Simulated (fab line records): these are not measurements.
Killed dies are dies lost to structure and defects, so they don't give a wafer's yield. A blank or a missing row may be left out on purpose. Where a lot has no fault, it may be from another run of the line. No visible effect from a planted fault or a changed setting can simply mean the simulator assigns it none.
Split-lot study | flow sky130 | 5 lots, 23 wafers read, on a route of 708 steps

## ON THE SPLIT
At SKY_LDD_HVP_IMPLANT_08, the setting dose-cm2 was moved away from the recipe's 1.7e+13 on 4 of the 23 wafers read, by -7.2% to +2.1%. This setting was run at the recipe's value on the other wafers.

## SPLIT TO READING: what lies between them in the file, 1 step
- SKY_LDD_HVP_STRIP_09: strips in O2/N2

## THE READING
LDD_HVP_TW, at SKY_LDD_HVP_TW_MEAS_10. A value of 455.6 with a standard deviation of 2.3 is what fault-free wafers of this fab line usually give.

wafer  | tool, chamber at the split | dose-cm2 as run | against the recipe | LDD_HVP_TW | against lot-mates on the recipe
L076.1 | implanter-01, 0            | 1.7e+13         | recipe             | 454.4      | -
L076.2 | implanter-01, 0            | 1.7e+13         | recipe             | 456.2      | -
L076.3 | implanter-01, 0            | 1.7e+13         | recipe             | 455.0      | -
L076.4 | implanter-01, 0            | 1.7e+13         | recipe             | 453.4      | -
L076.5 | implanter-01, 0            | 1.7e+13         | recipe             | 450.2      | -
L078.2 | implanter-01, 0            | 1.7e+13         | recipe             | 454.8      | -
L078.5 | implanter-01, 0            | 1.7e+13         | recipe             | 452.0      | -
L078.6 | implanter-01, 0            | 1.7e+13         | recipe             | 454.2      | -
L079.2 | implanter-03, 0            | 1.7e+13         | recipe             | 452.2      | -
L079.3 | implanter-03, 0            | 1.7e+13         | recipe             | 453.0      | -
L079.4 | implanter-03, 0            | 1.578e+13       | -7.2%              | 442.8      | -9.8
L079.5 | implanter-03, 0            | 1.7e+13         | recipe             | 452.7      | -
L079.6 | implanter-03, 0            | 1.578e+13       | -7.2%              | 440.6      | -12.0
L080.1 | implanter-01, 0            | 1.7e+13         | recipe             | 455.7      | -
L080.2 | implanter-01, 0            | 1.7e+13         | recipe             | 458.0      | -
L080.3 | implanter-01, 0            | 1.7e+13         | recipe             | 456.9      | -
L080.4 | implanter-01, 0            | 1.7e+13         | recipe             | 459.9      | -
L080.5 | implanter-01, 0            | 1.7e+13         | recipe             | 458.5      | -
L085.1 | implanter-03, 0            | 1.7e+13         | recipe             | 451.4      | -
L085.2 | implanter-03, 0            | 1.735e+13       | +2.1%              | 457.2      | +4.8
L085.3 | implanter-03, 0            | 1.7e+13         | recipe             | 451.9      | -
L085.5 | implanter-03, 0            | 1.735e+13       | +2.1%              | 456.4      | +4.0
L085.6 | implanter-03, 0            | 1.7e+13         | recipe             | 453.8      | -

THE FIT
A straight line over all 23 wafers: LDD_HVP_TW changes by +1.71 for each +1% of dose-cm2; r = +0.84; the points scatter about the line by 2.5.
The same after taking each lot's own level away (the mean of its wafers on the recipe; 23 wafers): +1.58 for each +1%; r = +0.93; scatter 1.4.
Per that fit: largest dose-cm2 move, reading shift of 11.
Measured against the standard deviation above, the lots' own levels, which go from 452.37 to 457.80, span 2.4 times it.
Consequently the slope shifts little with the lot-to-lot level, the two slopes agreeing.
Check: for one of the wafers moved furthest among these (-7.2%), held out of the fit, the line's prediction against its lot-mates is -12.5. It came out at -9.83 against them.

## OTHER SPLITS APPLIED TO THESE WAFERS
Before the reading, these wafers also passed through other splits. Each is held against what the fit with the lots' levels taken away leaves over:
other split on the same wafers    | wafers away from the commonest value | r with LDD_HVP_TW (lot level and that fit taken away)
SKY_POLY_GATE_ETCH_16 bias-w      | 9                                    | +0.08
SKY_LDD_P_SOFTBAKE_03 temp-c      | 10                                   | +0.01
SKY_LDD_P_DEVELOP_06 dev-temp-c   | 7                                    | +0.02
SKY_LDD_HVN_IMPLANT_08 energy-kev | 5                                    | -0.13

## THE FILE'S OWN FIT
LDD_HVP_TW changes by +1.58 for each +1% of dose-cm2, r = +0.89.
